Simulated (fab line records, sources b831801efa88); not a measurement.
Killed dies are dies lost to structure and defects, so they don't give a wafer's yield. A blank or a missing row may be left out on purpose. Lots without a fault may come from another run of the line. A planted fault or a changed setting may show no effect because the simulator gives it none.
Which tool did it? | flow sky130 | 10 lots, 30 wafers sampled, at 6 steps of a route of 708

WHAT THE GAUGES READ, wafer by wafer
SKY_LOCAL_INTERCONNECT_RS_MEAS_01: measures by four-point-probe. Usual: LOCAL_INTERCONNECT_TIN_RS 14.18 ohm/sq, standard deviation 0.23.
lot  | measured     | on            | LOCAL_INTERCONNECT_TIN_RS (ohm/sq) | flag
L222 | day 30 01:05 | film_metro-04 | 14.10 14.03 14.21                  |
L223 | day 30 06:46 | film_metro-01 | 14.14 14.29 14.26                  |
L224 | day 30 20:52 | film_metro-01 | 13.96 13.73 14.00                  |
L227 | day 31 05:20 | film_metro-01 | 14.45 14.35 14.80                  |
L229 | day 31 21:05 | film_metro-01 | 14.23 14.36 13.91                  |
L232 | day 32 20:11 | film_metro-01 | 14.13 17.66 14.08                  | OFF
L233 | day 33 02:28 | film_metro-02 | 14.30 18.00 13.92                  | OFF
L242 | day 35 16:37 | film_metro-04 | 14.43 14.38 14.44                  |
L243 | day 36 08:20 | film_metro-02 | 14.39 14.15 14.17                  |
L245 | day 36 15:35 | film_metro-04 | 13.99 14.23 14.34                  |

SKY_LOCAL_INTERCONNECT_THK_MEAS_02: measures by xrf. Usual: LOCAL_INTERCONNECT_TIN_THK 99.8 nm, standard deviation 1.6.
lot  | measured     | on            | LOCAL_INTERCONNECT_TIN_THK (nm) | flag
L222 | day 30 01:11 | film_metro-04 | 101.1 101.4 99.5                |
L223 | day 30 06:52 | film_metro-01 | 100.4 99.2 98.9                 |
L224 | day 30 20:58 | film_metro-01 | 101.6 102.9 100.8               |
L227 | day 31 05:28 | film_metro-01 | 96.9 98.5 95.4                  |
L229 | day 31 21:13 | film_metro-01 | 99.1 98.6 101.3                 |
L232 | day 32 20:17 | film_metro-01 | 99.8 80.9 100.2                 | OFF
L233 | day 33 02:35 | film_metro-02 | 99.2 79.2 101.6                 | OFF
L242 | day 35 16:43 | film_metro-04 | 97.7 98.8 98.2                  |
L243 | day 36 08:27 | film_metro-02 | 98.5 100.1 100.5                |
L245 | day 36 15:43 | film_metro-04 | 100.9 99.3 98.9                 |

SKY_METAL2_OVL_MEAS_16. Usual: METAL2_OVL 0 nm, standard deviation 5.4.
lot  | measured     | on         | METAL2_OVL (nm) | flag
L222 | day 35 22:01 | overlay-02 | -5 3 -5         |
L223 | day 36 06:43 | overlay-02 | -2 -6 -4        |
L224 | day 36 18:01 | overlay-01 | 14 7 12         |
L227 | day 37 01:16 | overlay-01 | 3 -10 -1        |
L229 | day 37 16:36 | overlay-01 | 0 1 9           |
L232 | day 38 16:35 | overlay-01 | 1 4 -3          |
L233 | day 38 19:55 | overlay-02 | 1 13 1          |
L242 | day 41 05:52 | overlay-02 | -8 -2 -9        |
L243 | day 41 21:19 | overlay-02 | -3 -5 -5        |
L245 | day 42 03:07 | overlay-01 | -4 1 -2         |

WHICH TOOL RAN EACH LOT (tool, then ch and the chambers of the sampled wafers, then the start)
lot  | SKY_LOCAL_INTERCONNECT_SPUTTER_00 | SKY_LOCAL_INTERCONNECT_METAL_ETCH_14 | SKY_VIA1_ETCH_14
L222 | pvd_sputter-02, day 30 00:59      | rie_metal-02 ch 1, day 31 05:45      | rie_diel-04 ch 0,1,3, day 34 17:52
L223 | pvd_sputter-01, day 30 06:40      | rie_metal-02 ch 1, day 31 11:06      | rie_diel-02 ch 0,2, day 35 02:07
L224 | pvd_sputter-01, day 30 20:45      | rie_metal-04 ch 0,1, day 32 00:31    | rie_diel-04 ch 0,1,2, day 35 13:14
L227 | pvd_sputter-02, day 31 05:16      | rie_metal-02 ch 0,1, day 32 09:07    | rie_diel-04 ch 0,1,3, day 35 21:31
L229 | pvd_sputter-01, day 31 21:01      | rie_metal-02 ch 0, day 33 01:04      | rie_diel-02 ch 2,3, day 36 12:07
L232 | pvd_sputter-01, day 32 20:04      | rie_metal-01 ch 0,1, day 33 23:31    | rie_diel-02 ch 1,2,3, day 37 13:35
L233 | pvd_sputter-01, day 33 02:24      | rie_metal-04 ch 0,1, day 34 05:22    | rie_diel-01 ch 0,1,3, day 37 17:05
L242 | pvd_sputter-03, day 35 16:31      | rie_metal-04 ch 0,1, day 36 19:04    | rie_diel-01 ch 0,1,3, day 40 03:43
L243 | pvd_sputter-03, day 36 08:16      | rie_metal-04 ch 0,1, day 37 11:46    | rie_diel-04 ch 1,2, day 40 20:02
L245 | pvd_sputter-03, day 36 15:31      | rie_metal-02 ch 0,1, day 37 18:28    | rie_diel-02 ch 0,1, day 41 01:25
- SKY_LOCAL_INTERCONNECT_SPUTTER_00: material TiN, target thk 100 nm, time 83.3 s.
- SKY_LOCAL_INTERCONNECT_METAL_ETCH_14: etches TiN in Cl2/BCl3, stops on PSG, target depth 110 nm, time 31.4 s.
- SKY_VIA1_ETCH_14: etches BARC in N2/H2, stops on SiO2, time 45.9 s, target depth 60 nm.

WHAT THE TOOLS THEMSELVES READ (means of the sampled wafers that have a number; where no wafer has one, the mark that the record gives instead)
SKY_LOCAL_INTERCONNECT_SPUTTER_00. Usual: throttle_valve_pct 30.5 %, standard deviation 0.99.
lot  | tool           | throttle_valve_pct (%) | flag
L222 | pvd_sputter-02 | 30.8                   |
L223 | pvd_sputter-01 | 30.6                   |
L224 | pvd_sputter-01 | 30.3                   |
L227 | pvd_sputter-02 | 30.9                   |
L229 | pvd_sputter-01 | 30.4                   |
L232 | pvd_sputter-01 | 30.3                   |
L233 | pvd_sputter-01 | 30.6                   |
L242 | pvd_sputter-03 | 29.6                   |
L243 | pvd_sputter-03 | 30.7                   |
L245 | pvd_sputter-03 | 30.5                   |

SKY_LOCAL_INTERCONNECT_METAL_ETCH_14. Usual: bias_w 48.49 W, standard deviation 0.16; drypump_motor_current_A 5.7 A, standard deviation 0.5; oes_product_au 0.941 a.u., standard deviation 0.01; throttle_valve_pct 21.902 %, standard deviation 0.011.
lot  | tool         | bias_w (W) | drypump_motor_current_A (A) | oes_product_au (a.u.) | throttle_valve_pct (%) | flag
L222 | rie_metal-02 | 48.28      | 5.8                         | 0.946                 | 21.894                 |
L223 | rie_metal-02 | 48.46      | 5.8                         | 0.935                 | 21.910                 |
L224 | rie_metal-04 | 48.42      | 5.2                         | 0.954                 | 21.901                 |
L227 | rie_metal-02 | 48.36      | 6.1                         | 0.924                 | 21.911                 |
L229 | rie_metal-02 | 48.56      | 6.3                         | 0.939                 | 21.901                 |
L232 | rie_metal-01 | 48.45      | 5.6                         | 0.905                 | 21.923                 | OFF
L233 | rie_metal-04 | 48.58      | 5.5                         | 0.907                 | 21.931                 | OFF
L242 | rie_metal-04 | 48.48      | 5.5                         | 0.932                 | 21.899                 |
L243 | rie_metal-04 | 48.63      | 5.1                         | 0.939                 | 21.903                 |
L245 | rie_metal-02 | 48.50      | 6.0                         | 0.944                 | 21.904                 |

SKY_VIA1_ETCH_14. Usual: bias_w 100.0 W, standard deviation 0.34; drypump_motor_current_A 5.7 A, standard deviation 0.47; n2_flow_sccm 100.0 sccm, standard deviation 0.32; oes_product_au 0.855 a.u., standard deviation 0.0044; throttle_valve_pct 13.224 %, standard deviation 0.0093.
lot  | tool        | bias_w (W) | drypump_motor_current_A (A) | n2_flow_sccm (sccm) | oes_product_au (a.u.) | throttle_valve_pct (%) | flag
L222 | rie_diel-04 | 99.9       | 5.6                         | 99.9                | 0.857                 | 13.230                 |
L223 | rie_diel-02 | 99.7       | 6.2                         | 99.9                | 0.857                 | 13.220                 |
L224 | rie_diel-04 | 100.1      | 5.7                         | 100.1               | 0.855                 | 13.227                 |
L227 | rie_diel-04 | 99.9       | 5.6                         | 100.0               | 0.851                 | 13.224                 |
L229 | rie_diel-02 | 100.2      | 5.4                         | 100.1               | 0.857                 | 13.219                 |
L232 | rie_diel-02 | 100.3      | 5.3                         | 99.6                | 0.856                 | 13.213                 |
L233 | rie_diel-01 | 99.9       | 5.9                         | 100.1               | 0.853                 | 13.229                 |
L242 | rie_diel-01 | 99.9       | 5.9                         | 100.3               | 0.855                 | 13.226                 |
L243 | rie_diel-04 | 100.3      | 6.1                         | 99.8                | 0.855                 | 13.217                 |
L245 | rie_diel-02 | 100.2      | 5.7                         | 99.9                | 0.853                 | 13.238                 |

THE ANSWER, worked out from the rows above alone
Rule: a lot is off if the mean of its wafers that have a number lies more than 3 standard deviations from the usual mean. A lot without any number at a reading at which 4 lots or more have one is off too. The other lots that the step has rows for count as sound. The gauges are gone through in route order, then the tools' own readings, and for those a lot's mean is taken as printed above. The first step at which some lot is off is used, and at that step the reading that is off furthest; a lot without a number counts as furthest.
Off: L232, L233, at SKY_LOCAL_INTERCONNECT_RS_MEAS_01 (LOCAL_INTERCONNECT_TIN_RS).
A tool fits if, at a process step before that reading, it ran every lot that is off, and no sound lot after the first of them. The gauges at SKY_LOCAL_INTERCONNECT_RS_MEAS_01 aren't tried: what is off there is off at SKY_LOCAL_INTERCONNECT_METAL_ETCH_14 too, on other tools, and a gauge's error can't cause that. One fits: pvd_sputter-01 at SKY_LOCAL_INTERCONNECT_SPUTTER_00. Its last sound lot is L229 (day 31 21:01), its first lot that is off L232 (day 32 20:04): a fault that began between those two fits.

WHAT THE SIMULATOR HAD PUT IN
Process parameter drift: pvd_sputter-01, from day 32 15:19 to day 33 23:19, at SKY_LOCAL_INTERCONNECT_SPUTTER_00. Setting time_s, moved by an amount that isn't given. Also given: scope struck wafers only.
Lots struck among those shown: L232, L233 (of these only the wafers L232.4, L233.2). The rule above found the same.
